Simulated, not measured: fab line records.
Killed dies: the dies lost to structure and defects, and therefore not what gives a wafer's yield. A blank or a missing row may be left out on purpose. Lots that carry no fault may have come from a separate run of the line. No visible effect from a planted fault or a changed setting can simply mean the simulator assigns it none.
fab line records | flow sfq-line | part 2 of 2: steps 25 to 34 of 34
record lots=5 wafers=15 last-day=94
route steps=325 shown I0@54 M1@58 I1@73 M2@88
lots with no fault: from the same line, run without faults
start-h: start of the lot's first displayed wafer, in hours after the record's first day | wait-h: how many hours have passed since the lot's step before this one | " repeats the value in the row above | L1.1+2: several wafers, shown together as one row | - no value, or no start given | * or withheld: withheld | < > ~ a bound
route shown NAME@n: NAME is a module with steps in the file, n the number in the route of the first one | usual: average and standard deviation across the fault-free wafers | same: alike in all rows | chamber/n: place in a boat | sites: each site's reading | _std_site: the values' standard deviation | _edge_site: mean of outer sites minus mean of inner sites | radius-mm: how far each site lies from the wafer's centre | mask NAME#n: copy n | behind: the tool/chamber that last shaped the wafer | hold: what put the lot on hold/how long, in hours/how the hold closed | device: names the non-switching transistor (n, p or np) | end of line: tests of these same wafers at the route's end | where a step has no rows: the recipe by itself | killed: dies that structure and defects cost at the first sort, which is not the same as the wafer's yield | map: the dies of a wafer, with x for killed, . for not killed, _ for no die there
set.NAME: the setting the step ran with; set.NAME@STEP: the setting that earlier step ran with | model.NAME: the simulator's own value behind a step, which no gauge read
lots at some steps of the route; a table a step, a row a wafer
services: the hour from which a tool's chamber was out of use, counted from the record's first day as start-h (under 0 if before that day), plus the number of hours and why
## steps
# step SFQ_TRILAYER_I1_VIA_LITHO_SOFTBAKE_053
# recipe temp-c=withheld time-s=withheld resist=KrF
# usual chill-plate-temp-C=*
# columns lot.wafer tool chamber start-h wait-h chill-plate-temp-C
L079.2 litho-track-02 0 629.63 0.2 *
L079.3 " 0 " " *
L079.5 " 0 " " *
L082.1 litho-track-02 0 662.49 0.2 *
L082.2 " 0 " " *
L082.3 " 0 " " *
L086.2 litho-track-04 0 694.10 0.2 *
L086.3 " 0 " " *
L086.5 " 0 " " *
L092.3 litho-track-02 0 758.57 0.2 *
L092.4 " 0 " " *
L092.5 " 0 " " *
L093.2 litho-track-04 0 774.14 0.2 *
L093.4 " 0 " " *
L093.5 " 0 " " *
# step SFQ_TRILAYER_I1_VIA_LITHO_EXPOSE_050
# recipe mask-id=I1 na=0.6 source-shape=conventional sigma-outer=0.65 target-cd-nm=500 dose-mj=21.3
# columns lot.wafer tool chamber start-h wait-h mask
L079.2+3+5 krf-scanner-01 0 784.69 - I1#0
L082.1+2+3 krf-scanner-02 0 817.07 - I1#0
L086.2+3+5 krf-scanner-01 0 849.97 - I1#0
L092.3+4+5 krf-scanner-01 0 908.56 - I1#0
L093.2+4+5 krf-scanner-01 0 917.96 - I1#0
# step SFQ_TRILAYER_I1_VIA_LITHO_PEB_052
# recipe peb-temp-c=115 peb-time-s=60 resist=KrF
# usual chill-plate-temp-C=23.00/0.11
# columns lot.wafer tool chamber start-h wait-h chill-plate-temp-C
L079.2 litho-track-02 0 785.72 0.8 23.05
L079.3 " 0 " " 22.96
L079.5 " 0 " " 23.13
L082.1 litho-track-04 0 818.27 1.0 23.25
L082.2 " 0 " " 23.00
L082.3 " 0 " " 23.01
L086.2 litho-track-01 0 851.00 0.8 23.11
L086.3 " 0 " " 23.05
L086.5 " 0 " " 23.13
L092.3 litho-track-01 0 909.41 0.7 23.09
L092.4 " 0 " " 23.03
L092.5 " 0 " " 23.00
L093.2 litho-track-01 0 918.98 0.8 22.86
L093.4 " 0 " " 22.90
L093.5 " 0 " " 22.81
# step SFQ_TRILAYER_I1_VIA_LITHO_DEVELOP_051
# recipe time-s=60 resist=KrF
# usual chill-plate-temp-C=23.00/0.1
# columns lot.wafer tool chamber start-h wait-h chill-plate-temp-C
L079.2 litho-track-02 0 785.87 0.1 23.03
L079.3 " 0 " " 22.89
L079.5 " 0 " " 22.82
L082.1 litho-track-04 0 818.42 0.1 22.87
L082.2 " 0 " " 23.09
L082.3 " 0 " " 22.94
L086.2 litho-track-01 0 851.15 0.1 22.92
L086.3 " 0 " " 23.08
L086.5 " 0 " " 23.21
L092.3 litho-track-01 0 909.56 0.1 22.94
L092.4 " 0 " " 22.97
L092.5 " 0 " " 23.05
L093.2 litho-track-01 0 919.13 0.1 22.92
L093.4 " 0 " " 22.95
L093.5 " 0 " " 23.17
# step SFQ_I1_OVL_MEAS_913
# usual I1_OVL=0/4.5
# columns lot.wafer tool chamber start-h wait-h I1_OVL[nm]
L079.2 overlay-02 - 786.00 0.1 -12
L079.3 " - " " -12
L079.5 " - " " -4
L082.1 overlay-01 - 818.57 0.1 2
L082.2 " - " " 2
L082.3 " - " " -2
L086.2 overlay-02 - 851.28 0.1 -10
L086.3 " - " " -2
L086.5 " - " " -7
L092.3 overlay-02 - 909.67 0.1 -2
L092.4 " - " " -7
L092.5 " - " " 1
L093.2 overlay-01 - 919.27 0.1 9
L093.4 " - " " 4
L093.5 " - " " 8
# step SFQ_TRILAYER_I1_VIA_BARC_OPEN_VIA_ETCH_071
# recipe mask-material=PR chemistry=O2 target-depth-nm=125 target=BARC source-w=500 bias-w=78.31 pressure-mtorr=30 time-s=41.7
# usual drypump-motor-current-A=6.0/0.35 oes-product-au=0.686/0.0048
# columns lot.wafer tool chamber start-h wait-h drypump-motor-current-A oes-product-au rf-hours-counter-h
L079.2 rie-diel-01 3 786.03 0.0 5.3 0.679 5
L079.3 " 1 " " 6.0 0.687 18
L079.5 " 2 " " 6.1 0.686 -
L082.1 rie-diel-03 1 818.60 0.0 5.5 0.681 4
L082.2 " 0 " " 6.4 0.685 18
L082.3 " 3 " " 6.2 0.692 5
L086.2 rie-diel-02 2 851.31 0.0 6.3 0.691 0
L086.3 " 0 " " 6.1 0.677 4
L086.5 " 2 " " 6.3 0.687 -
L092.3 rie-diel-02 0 909.70 0.0 6.1 0.690 5
L092.4 " 3 " " 6.3 0.680 3
L092.5 " 2 " " 6.2 0.685 -
L093.2 rie-diel-02 1 919.30 0.0 5.7 0.693 9
L093.4 " 3 " " 6.4 0.689 4
L093.5 " 0 " " 6.1 0.682 -
# step SFQ_TRILAYER_I1_VIA_ETCH_VIA_ETCH_052
# recipe target=SiO2 stop-on=Nb mask-material=PR taper-deg=20 chemistry=CHF3 target-depth-nm=260 source-w=500 bias-w=80 pressure-mtorr=30 time-s=withheld
# usual drypump-motor-current-A=6.0/0.35 oes-product-au=0.855/0.0055
# columns lot.wafer tool chamber start-h wait-h drypump-motor-current-A oes-product-au
L079.2 rie-diel-01 3 786.07 0.0 5.3 0.862
L079.3 " 1 " " 6.0 0.860
L079.5 " 2 " " 6.1 0.846
L082.1 rie-diel-03 1 818.64 0.0 5.4 0.845
L082.2 " 0 " " 6.4 0.857
L082.3 " 3 " " 6.2 0.858
L086.2 rie-diel-02 2 851.35 0.0 6.3 0.855
L086.3 " 0 " " 6.1 0.859
L086.5 " 2 " " 6.3 0.859
L092.3 rie-diel-02 0 909.74 0.0 6.1 0.849
L092.4 " 3 " " 6.3 0.860
L092.5 " 2 " " 6.3 0.863
L093.2 rie-diel-02 1 919.34 0.0 5.7 0.852
L093.4 " 3 " " 6.4 0.855
L093.5 " 0 " " 6.1 0.857
# step SFQ_TRILAYER_I1_VIA_STRIP_STRIP_053
# recipe gas=O2 power-w=200 platen-temp-c=40 overash-fraction=0.65 chemistry=O2 pressure-mtorr=50
# usual drypump-motor-current-A=5.90/0.27 he-backside-leak-sccm=3.5/0.34 oes-product-au=1.000/0.0085
# columns lot.wafer tool chamber start-h wait-h drypump-motor-current-A he-backside-leak-sccm oes-product-au rf-hours-counter-h
L079.2 rie-metal-04 1 786.18 - 6.43 3.4 1.001 44
L079.3 " 1 " " 6.39 3.4 0.994 -
L079.5 " 1 " " 6.36 3.6 0.984 -
L082.1 rie-metal-01 1 818.75 - 5.86 3.4 1.005 60
L082.2 " 0 " " 5.65 3.2 1.006 32
L082.3 " 0 " " 5.64 3.5 1.009 -
L086.2 rie-metal-03 0 851.46 - 6.34 3.2 1.003 52
L086.3 " 0 " " 6.33 3.2 0.999 -
L086.5 " 1 " " 5.80 3.7 0.994 -
L092.3 rie-metal-04 1 910.05 - 6.36 3.8 0.996 -
L092.4 " 0 " " 5.67 3.5 0.993 -
L092.5 " 1 " " 6.37 3.7 0.997 -
L093.2 rie-metal-03 0 919.45 - 6.34 3.2 0.992 61
L093.4 " 1 " " 5.83 3.6 0.992 -
L093.5 " 1 " " 5.82 3.4 0.993 -
# step SFQ_TRILAYER_I1_VIA_STRIP_SOLV_CLEAN_054
# recipe chemistry=NMP temp-c=70 time-s=600
# columns lot.wafer tool chamber start-h wait-h
L079.2+3+5 wet-bench-03 4,1,2 786.78 0.4
L082.1+2+3 wet-bench-02 2,0,7 819.35 0.4
L086.2+3+5 wet-bench-04 7,5,2 852.06 0.4
L092.3+4+5 wet-bench-02 3,5,6 910.45 0.2
L093.2+4+5 wet-bench-04 5,0,7 920.05 0.4
# step SFQ_TRILAYER_M2_DEP_PRE_CLEAN_056
# recipe gas=Ar time-s=22.5 bias-v=250
# columns lot.wafer tool chamber start-h wait-h
L079.2+3+5 pvd-sputter-03 - 786.95 0.0
L082.1+2+3 pvd-sputter-04 - 819.53 0.0
L086.2+3+5 pvd-sputter-03 - 852.23 0.0
L092.3+4+5 pvd-sputter-05 - 910.62 0.0
L093.2+4+5 pvd-sputter-03 - 920.22 0.0
## services
# columns tool chamber start-h hours kind
rie-metal-02 0 443.30 3.7 repair
rie-diel-02 0 452.35 23.0 repair
rie-diel-02 - 467.65 1.2 repair
rie-metal-02 - 473.65 1.1 repair
rie-diel-02 - 487.63 0.6 repair
krf-scanner-02 - 498.03 0.8 pm
rie-diel-02 0 503.04 6.4 repair
rie-metal-04 0 508.99 12.4 repair
rie-diel-02 0 510.56 10.7 repair
rie-diel-02 2 518.23 12.3 repair
krf-scanner-02 - 526.18 1.0 pm
rie-diel-01 1 532.66 10.4 repair
rie-metal-02 - 553.95 1.3 repair
rie-diel-01 0 565.83 6.3 repair
rie-diel-01 3 575.33 6.3 repair
krf-scanner-02 - 593.58 1.3 pm
rie-diel-01 2 611.94 6.7 repair
rie-metal-04 - 699.33 0.6 repair
rie-diel-01 1 710.87 6.5 repair
rie-metal-02 - 711.10 28.1 pm
rie-metal-04 0 764.15 5.4 repair
rie-diel-01 1 798.26 7.2 repair
rie-metal-02 0 813.96 10.9 repair
rie-metal-04 - 865.90 2.8 pm
